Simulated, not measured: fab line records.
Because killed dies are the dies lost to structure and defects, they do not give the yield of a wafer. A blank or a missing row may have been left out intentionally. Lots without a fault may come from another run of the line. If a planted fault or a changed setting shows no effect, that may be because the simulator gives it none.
What tool caused it? + flow gf180mcu + at 1 step of a route of 602, 13 lots with 37 wafers sampled

## WHAT EACH GAUGE READ, for each wafer
GF_M1_CD_MEAS_14 targets a cd of 230 nm. Usual: cd nm at 229.9 nm, with a standard deviation of 1.1.
| lot  | measured     | on        | cd nm (nm)        | flag |
|------|--------------|-----------|-------------------|------|
| L752 | day 17 01:55 | cd sem-02 | 229.2 230.3 230.1 |      |
| L755 | day 17 23:56 | cd sem-02 | 228.3 229.0 229.8 |      |
| L757 | day 19 04:10 | cd sem-02 | 231.2 230.5 230.9 |      |
| L758 | day 19 12:23 | cd sem-01 | 228.7 230.5 230.3 |      |
| L760 | day 20 06:47 | cd sem-02 | 230.4 231.5 230.6 |      |
| L762 | day 21 06:20 | cd sem-02 | 227.5 228.8 229.3 |      |
| L764 | day 21 14:12 | cd sem-01 | 230.7 231.5 231.3 |      |
| L765 | day 21 21:41 | cd sem-02 | 231.4 228.6 229.3 |      |
| L769 | day 23 03:11 | cd sem-02 | 230.3             |      |
| L770 | day 23 14:02 | cd sem-01 | 232.0 231.8 230.8 |      |
| L771 | day 24 01:23 | cd sem-01 | 230.8 232.3 231.2 |      |
| L774 | day 25 01:53 | cd sem-01 | 229.6 229.8 229.8 |      |
| L775 | day 25 02:35 | cd sem-02 | 229.8 230.3 229.1 |      |

## WHAT TOOL EACH LOT RAN ON (gives the tool, then ch and the chambers of the sampled wafers, and finally the start)
Before these readings, the record contains no process step.

## WHAT THE TOOLS THEMSELVES READ (means of the sampled wafers that have a number; where no wafer has one, the mark that the record gives instead)
The record holds no such reading with a usual standard deviation.

## THE ANSWER, worked out from the rows above alone
Rule: lot off if the mean of its wafers having a number is beyond 3 standard deviations from the usual mean. Also off: a lot with no number at a reading for which 4 or more lots have one. Any other lot the step has rows for is counted as sound. The gauges are gone through in route order, then the tools' own readings, and for those a lot's mean is taken as printed above. At the first step where some lot is off, the reading lying furthest off is the one used; lots without a number count as furthest.
No lot is off at any reading shown: from this, nothing can be told.

## WHAT THE SIMULATOR HAD INSERTED
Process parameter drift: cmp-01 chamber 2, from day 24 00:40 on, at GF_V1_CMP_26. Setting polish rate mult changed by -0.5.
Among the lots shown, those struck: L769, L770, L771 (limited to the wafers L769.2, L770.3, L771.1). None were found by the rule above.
